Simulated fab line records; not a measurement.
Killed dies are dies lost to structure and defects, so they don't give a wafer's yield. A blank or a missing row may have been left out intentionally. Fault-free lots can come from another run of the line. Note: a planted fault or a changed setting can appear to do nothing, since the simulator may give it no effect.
Comparing a struck lot with a sound one | flow sky130 | 15 steps out of a route of 708
Sound: the wafers L616.2, L616.3, L616.4. The struck wafers were L610.2, L610.4, L610.6. At the end, the cause is stated.
Per side, at each step with rows, come the tool, then ch with its chambers, and then its first start. Under that, the readings that differ: sound wafers | struck wafers | difference of the means | sigmas: that difference in standard deviations of wafers without a fault.
alike: a reading whose means differ by less than 2 such deviations, as well as words and numbers matching on both sides. not compared: withheld readings; readings where some wafer has no value; bounds like >300 that might hide an equal value; numbers whose values overlap and for which the record gives no deviation.
A row with sigmas, a row that says differs or no value, or rows on one side alone: a step with any of these is where the two part. When numbers do not overlap yet have no deviation, they are printed without sigmas and do not part them. A reading that every wafer of one side lacks parts them only if that side has two wafers or more.

SKY_POLY_GATE_THK_MEAS_21:
  struck on film-metro-02, day 20 09:52; sound on film-metro-01, day 22 09:50
  alike: POLY_GATE_OXIDATION_THK
SKY_POLY_GATE_CD_MEAS_22:
  struck on cd-sem-01, day 20 09:56; sound on cd-sem-01, day 22 09:55
  alike: cd-nm
then, 7 steps without rows for these wafers: SKY_LDD_N_DEHYDRATE_00 (time 60 s); SKY_LDD_N_HMDS_01 (prime time 60 s); SKY_LDD_N_COAT_02 (resist thk 300 nm); SKY_LDD_N_SOFTBAKE_03 (time 60 s); SKY_LDD_N_EXPOSE_04 (exposes mask NTM, target cd 840 nm); SKY_LDD_N_PEB_05; SKY_LDD_N_DEVELOP_06 (develop time 60 s).
SKY_LDD_N_OVL_MEAS_07:
  struck on overlay-02, day 21 17:49; sound on overlay-02, day 23 16:34
  reading        | sound          | struck        | difference | sigmas
  LDD_N_OVL (nm) | -2.6 -4.0 -3.7 | 0.3 -1.0 -0.3 | +3.1       | +2
then, 2 steps without rows for these wafers: SKY_LDD_N_IMPLANT_08; SKY_LDD_N_IMPLANT_09.
SKY_LDD_N_IMPLANT_10:
  sound on implanter-02 ch 0, day 23 16:55; struck on implanter-01 ch 0, day 21 18:10
  reading                   | sound                | struck               | difference | sigmas
  beam-energy-keV           | 20.006 20.005 19.996 | 17.299 17.301 17.299 | -2.703     | -99 or more
  beam-on-s (s)             | 9.86 9.85 9.96       | 11.57 11.40 11.82    | +1.71      | +8
  faraday-current-uA        | 427 427 423          | 365 371 358          | -61        | -7
  model.implant.rp-nm (nm)  | 16.1 16.1 16.1       | 14.49 14.49 14.49    | -1.61      |
  model.implant.drp-nm (nm) | 7.212 7.212 7.212    | 6.53 6.53 6.53       | -0.68      |
then, 1 step without rows for these wafers: SKY_LDD_N_IMPLANT_11.
-- the record jumps here: 27 days lie between the struck wafers' starts before and after (it left off in module LDD_N and takes up again in module PAD_OPEN, whose first step shown is number 708 of the route) --
SKY_PAD_OPEN_PROBE_99:
  struck on prober-02, day 48 19:48; sound on prober-02, day 50 01:22
  reading                     | sound           | struck            | difference | sigmas
  model.etest.tip-n.rs-ohm-sq | 435 437.9 434.2 | 454.7 454.9 454.9 | +19.1      |
  alike: killed_at_M0_to_M3, killed_at_M4_up, killed-at-contacts, killed-at-front-end, killed-at-other, killed-dies, killed-open, killed-short

WHERE THEY PART
First at SKY_LDD_N_OVL_MEAS_07; last, within this record, at SKY_LDD_N_IMPLANT_10. Later steps at which nothing parts them and some readings are alike: SKY_PAD_OPEN_PROBE_99.

WHY: the cause the simulator had injected
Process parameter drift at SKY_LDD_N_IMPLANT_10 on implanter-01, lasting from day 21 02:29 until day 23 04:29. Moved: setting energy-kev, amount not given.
